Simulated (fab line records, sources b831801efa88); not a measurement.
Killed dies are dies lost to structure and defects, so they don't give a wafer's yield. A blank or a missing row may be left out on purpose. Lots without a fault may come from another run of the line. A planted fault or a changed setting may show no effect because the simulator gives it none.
fab line records | flow gf180mcu
record lots=6 wafers=18 last_day=34
route steps=602 shown HV_LDD@216
lots that met no fault: from a run of the same line without faults
start_h: hours from the record's first day to the start of the lot's first wafer shown | wait_h: hours since the lot's step before | " the same as in the row above | L1.1+2: a row that stands for several wafers | - no value, or no start given | * or withheld: withheld | < > ~ a bound
route shown NAME@n: a module of which the file shows steps, and the number in the route of the first | usual: mean/standard deviation of fault-free wafers | same: alike in all rows | chamber/n: place in a boat | sites: the reading at each site | _std_site: their standard deviation | _edge_site: outer sites' mean less inner sites' | radius_mm: how far each site lies from the wafer's centre | mask NAME#n: copy n | behind: the tool/chamber that last shaped the wafer | hold: why the lot was held/for how many hours/how that ended | device: the transistor (n, p or np) that didn't switch | end of line: the same wafers' tests at the end of the route | a step without rows: its recipe alone | killed: dies lost to structure and defects at the first sort, not the wafer's yield | map: a wafer's dies, x killed, . not, _ none there
set.NAME: the setting as run; set.NAME@STEP: as run at that earlier step | model.NAME: the simulator's own value behind a step, which no gauge read
lots at some steps of the route; a table a step, a row a wafer
services: from which hour (start_h, from the record's first day; less than 0 if before it) a tool's chamber was out of use, for how many hours, and why
## steps
# step GF_HV_LDD_HMDS_40
# recipe prime_time_s=60 prime_temp_c=120
# step GF_HV_LDD_COAT_41
# recipe resist=NOVOLAK spin_rpm=3000 resist_thk_nm=1000
# step GF_HV_LDD_SOFTBAKE_42
# recipe temp_c=90 time_s=60 resist=NOVOLAK
# step GF_HV_LDD_EXPOSE_43
# recipe mask_id=Pplus_HV_AREA target_cd_nm=400 na=0.6 source_shape=conventional sigma_outer=0.6 dose_mj=140
# step GF_HV_LDD_PEB_44
# recipe temp_c=withheld time_s=* resist=NOVOLAK
# step GF_HV_LDD_DEVELOP_45
# recipe develop_time_s=60 dev_temp_c=23
# step GF_HV_LDD_CD_MEAS_46
# recipe target_cd_nm=400
# usual cd_nm=400.0/2.4
# columns lot.wafer tool chamber start_h wait_h cd_nm
L678.2 cd_sem-01 - 281.44 0.1 400.2
L678.3 " - " " 399.6
L678.6 " - " " 398.6
L682.2 cd_sem-01 - 312.98 0.1 398.3
L682.3 " - " " 398.4
L682.4 " - " " 398.8
L688.2 cd_sem-01 - 364.63 0.1 403.0
L688.3 " - " " 402.0
L688.4 " - " " 400.7
L689.1 cd_sem-01 - 366.26 0.1 400.9
L689.2 " - " " 402.1
L689.3 " - " " 402.5
L697.1 cd_sem-02 - 433.21 0.1 398.5
L697.4 " - " " 399.5
L697.6 " - " " 398.1
L699.1 cd_sem-01 - 453.46 0.1 399.5
L699.2 " - " " 399.7
L699.3 " - " " 398.9
# step GF_HV_LDD_OVL_MEAS_47
# usual HV_LDD_03_OVL=-0.7/1.5
# columns lot.wafer tool chamber start_h wait_h HV_LDD_03_OVL[nm]
L678.2 overlay-02 - 281.54 0.1 -1.3
L678.3 " - " " -0.6
L678.6 " - " " -0.9
L682.2 overlay-02 - 313.09 0.1 -1.1
L682.3 " - " " 0.5
L682.4 " - " " -0.4
L688.2 overlay-01 - 364.73 0.1 -0.7
L688.3 " - " " -1.8
L688.4 " - " " -1.2
L689.1 overlay-02 - 366.38 0.1 -1.4
L689.2 " - " " -2.1
L689.3 " - " " -1.6
L697.1 overlay-02 - 433.33 0.1 -2.4
L697.4 " - " " -2.2
L697.6 " - " " -1.5
L699.1 overlay-02 - 453.58 0.1 2.3
L699.2 " - " " 0.1
L699.3 " - " " 2.2
# step GF_HV_LDD_IMPLANT_48
# recipe species=B energy_kev=25 dose_cm2=3e+13 tilt_deg=7
# step GF_HV_LDD_STRIP_49
# recipe chemistry=O2/N2 power_w=1400 pressure_mtorr=1500 platen_temp_c=250 o2_flow_sccm=3000 n2_flow_sccm=300 overash_fraction=0.5
# usual drypump_motor_current_A=5.49/0.21 heater_power_w=325/9.2 oes_product_au=0.716/0.0048 platen_temp_c=250.01/0.18 strip_time_to_endpoint_s=12.628/0.027
# columns lot.wafer tool chamber start_h wait_h drypump_motor_current_A heater_power_w oes_product_au platen_temp_c rf_hours_counter_h strip_time_to_endpoint_s
L678.2 plasma_asher-04 1 281.72 0.1 5.59 337 0.717 250.00 17 12.664
L678.3 " 0 " " 5.22 334 0.718 249.69 - 12.659
L678.6 " 1 " " 5.60 329 0.708 249.81 - 12.661
L682.2 plasma_asher-02 0 313.27 0.1 5.54 322 0.708 249.92 65 12.622
L682.3 " 1 " " 5.84 332 0.721 250.11 - 12.603
L682.4 " 0 " " 5.55 311 0.704 250.13 - 12.639
L688.2 plasma_asher-04 1 364.91 0.1 5.58 324 0.719 250.07 26 12.641
L688.3 " 1 " " 5.57 340 0.717 250.28 - 12.659
L688.4 " 0 " " 5.21 330 0.718 250.20 - 12.605
L689.1 plasma_asher-01 1 366.56 0.1 5.33 331 0.716 249.95 74 12.620
L689.2 " 0 " " 5.53 314 0.715 249.72 74 12.627
L689.3 " 1 " " 5.31 320 0.711 249.91 - 12.660
L697.1 plasma_asher-04 0 433.51 0.1 5.20 332 0.711 249.98 34 12.659
L697.4 " 1 " " 5.58 339 0.728 250.18 - 12.660
L697.6 " 0 " " 5.22 330 0.717 250.00 - 12.673
L699.1 plasma_asher-04 1 453.77 0.1 5.60 334 0.716 249.85 36 12.622
L699.2 " 0 " " 5.21 336 0.713 250.20 36 12.569
L699.3 " 1 " " 5.59 335 0.718 250.13 - 12.609
# step GF_HV_LDD_TW_MEAS_50
# usual HV_LDD_4_TW=566/5.1
# columns lot.wafer tool chamber start_h wait_h HV_LDD_4_TW
L678.2 film_metro-03 - 281.83 0.1 563
L678.3 " - " " 563
L678.6 " - " " 563
L682.2 film_metro-04 - 313.38 0.1 568
L682.3 " - " " 568
L682.4 " - " " 568
L688.2 film_metro-03 - 365.02 0.1 564
L688.3 " - " " 564
L688.4 " - " " 564
L689.1 film_metro-03 - 366.66 0.1 564
L689.2 " - " " 567
L689.3 " - " " 565
L697.1 film_metro-02 - 433.61 0.1 573
L697.4 " - " " 572
L697.6 " - " " 572
L699.1 film_metro-04 - 453.87 0.1 568
L699.2 " - " " 568
L699.3 " - " " 571
# step GF_HV_LDD_CLEAN_51
# recipe chemistry=SC1/SC2 mix=1:4:20 temp_c=70 time_s=150 dry=n2_spin
# step GF_HV_LDD_RTA_52
# recipe temp_c=1000 time_s=10 ambient=N2
# usual anneal_temp_c_max=1006.0/1.8 chamber_o2_ppm=1.996/0.021 lamp_power_pct=33.5/0.83 wafer_temp_C_max=1003.9/1.3
# columns lot.wafer tool chamber start_h wait_h anneal_temp_c_max chamber_o2_ppm lamp_power_pct wafer_temp_C_max
L678.2 rtp_anneal-02 0 281.94 0.0 1008.4 1.981 32.8 1003.5
L678.3 " 0 " " 1006.7 1.972 32.8 1003.0
L678.6 " 0 " " 1007.6 2.001 32.8 1003.5
L682.2 rtp_anneal-01 0 313.50 0.0 1003.8 1.991 34.5 1003.3
L682.3 " 0 " " 1004.4 1.987 34.6 1005.8
L682.4 " 0 " " 1003.8 1.963 34.5 1005.1
L688.2 rtp_anneal-02 - 365.13 0.0 - - - -
L688.3 " - " " - - - -
L688.4 " - " " - - - -
L689.1 rtp_anneal-01 - 366.77 0.0 - - - -
L689.2 " - " " - - - -
L689.3 " - " " - - - -
L697.1 rtp_anneal-01 0 433.72 0.0 1003.6 1.969 34.5 1004.2
L697.4 " 0 " " 1004.0 2.018 34.5 1004.4
L697.6 " 0 " " 1005.6 1.984 34.5 1004.3
L699.1 rtp_anneal-02 0 453.98 0.0 1006.3 1.995 32.8 1002.8
L699.2 " 0 " " 1007.5 1.981 32.8 1004.3
L699.3 " 0 " " 1008.0 1.961 32.8 1002.9
# step GF_HV_LDD_RS_MEAS_53
# recipe thk_meas_gauge=four-point-probe
# usual HV_LDD_RS=418.6/1.2
# columns lot.wafer tool chamber start_h wait_h HV_LDD_RS[ohm/sq]
L678.2 film_metro-04 - 282.02 0.1 420.2
L678.3 " - " " 420.4
L678.6 " - " " 419.9
L682.2 film_metro-03 - 313.63 0.1 417.7
L682.3 " - " " 416.7
L682.4 " - " " 417.8
L688.2 film_metro-03 - 365.21 0.1 -
L688.3 " - " " -
L688.4 " - " " -
L689.1 film_metro-04 - 366.84 0.1 -
L689.2 " - " " -
L689.3 " - " " -
L697.1 film_metro-03 - 433.79 0.1 421.2
L697.4 " - " " 421.0
L697.6 " - " " 419.0
L699.1 film_metro-03 - 454.05 0.1 421.1
L699.2 " - " " 420.1
L699.3 " - " " 419.3
# step GF_HV_LDD_CVD_54
# recipe material=SiO2 target_thk_nm=10 precursor=TEOS temp_c=680 time_s=75 pressure_mtorr=400
## services
# columns tool chamber start_h hours kind
plasma_asher-01 - 322.29 3.9 repair
plasma_asher-01 - 384.36 4.9 repair
plasma_asher-01 - 386.80 0.4 repair
plasma_asher-04 - 395.55 6.4 repair
plasma_asher-02 - 400.77 28.1 pm
plasma_asher-02 - 428.87 9.0 pm
plasma_asher-02 0 428.87 9.0 vent_cycle
plasma_asher-02 1 428.87 9.0 vent_cycle
plasma_asher-02 0 437.87 - clean
plasma_asher-02 1 437.87 - clean
## key
first_sign step=GF_HV_LDD_RTA_52 reading=tool_record direction=missing
effect step=GF_HV_LDD_RS_MEAS_53 reading=HV_LDD_RS direction=missing
met_at GF_HV_LDD_RTA_52
struck_wafers L688.2,L688.3,L688.4,L689.1,L689.2,L689.3
later_rows_left_out L688.2,L688.3,L688.4,L689.1,L689.2,L689.3
sort_left_out L688.2,L688.3,L688.4,L689.1,L689.2,L689.3
tester_left_out L688,L689
onset_between 313.50 365.13
fault kind=skipped_step_whole tool=rtp_anneal-01,rtp_anneal-02 chamber=- onset_h=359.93 steps=GF_HV_LDD_RTA_52 scope=struck_lots_only
# tester_left_out: of these lots the tester's yield and bins aren't shown, on N5 and GAA mostly nor the transistor test; their killed dies are dies lost to structure and defects alone, not to doping, threshold or leakage, so they don't give the yield
# sort_left_out: the simulated sort isn't trusted on such a fault, so these wafers' sort isn't shown, and their yield isn't known
# later_rows_left_out: the simulator's readings of these wafers behind a module that went badly wrong aren't trusted and aren't shown, but for the sort
